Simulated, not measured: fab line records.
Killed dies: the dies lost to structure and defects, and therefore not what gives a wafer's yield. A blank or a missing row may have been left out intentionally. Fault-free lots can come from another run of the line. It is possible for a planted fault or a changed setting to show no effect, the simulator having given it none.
Which tool is to blame?    flow gf180mcu    7 lots, 21 wafers sampled, at 3 steps of a route of 602

WHAT THE GAUGES SHOWED, per wafer
GF_TOP_METAL_OVL_MEAS_15.
lot   measured      on          TOP_METAL_OVL (nm)
L446  day 28 13:49  overlay-01  2.9 2.3 2.8
L449  day 29 14:49  overlay-01  0.6 0.7 2.2
L451  day 30 01:40  overlay-01  2.7 2.3 2.8
L454  day 31 03:26  overlay-01  0.8 -2.7 -2.2
L456  day 31 19:14  overlay-02  3.3 1.0 0.7
L460  day 32 20:36  overlay-01  -0.6 -1.9 -0.8
L468  day 34 15:10  overlay-02  -0.1 1.4 0.2

EACH LOT AND THE TOOL THAT RAN IT (in order: tool; ch and the chambers of the sampled wafers; start)
lot   GF_TOP_METAL_SPUTTER_04       GF_TOP_METAL_EXPOSE_11
L446  pvd_sputter-04, day 27 17:15  iline_stepper-01 ch 0, day 28 04:03
L449  pvd_sputter-04, day 28 18:46  iline_stepper-02 ch 0, day 29 04:58
L451  pvd_sputter-04, day 29 06:50  iline_stepper-02 ch 0, day 29 16:30
L454  pvd_sputter-02, day 30 09:15  iline_stepper-01 ch 0, day 30 18:26
L456  pvd_sputter-01, day 31 01:43  iline_stepper-02 ch 0, day 31 10:16
L460  pvd_sputter-02, day 32 04:07  iline_stepper-01 ch 0, day 32 12:18
L468  pvd_sputter-01, day 33 23:47  iline_stepper-01 ch 0, day 34 07:36
- GF_TOP_METAL_SPUTTER_04: material TiN, target thk 25 nm, time 20.8 s.
- GF_TOP_METAL_EXPOSE_11: exposes mask MetalTop, target cd 440 nm.

THE ANSWER, worked out from the rows above alone
Rule: the lots themselves supply what counts as usual. Put in order of their means at a reading, lots are off if they are a third of the lots or fewer, leave a main group of 4 or more, and stand apart from it by a gap of 3 or more times the standard deviation of the main group's means; of several such gaps the widest counts. Not used: any main group whose means are identical at the precision the tables above print for the reading. A lot without any number at a reading at which 4 lots or more have one is off too. The other lots that the step has rows for count as sound.
Across all readings shown, no lot is off: no conclusion can be drawn from this.

WHAT THE SIMULATOR HAD PUT IN
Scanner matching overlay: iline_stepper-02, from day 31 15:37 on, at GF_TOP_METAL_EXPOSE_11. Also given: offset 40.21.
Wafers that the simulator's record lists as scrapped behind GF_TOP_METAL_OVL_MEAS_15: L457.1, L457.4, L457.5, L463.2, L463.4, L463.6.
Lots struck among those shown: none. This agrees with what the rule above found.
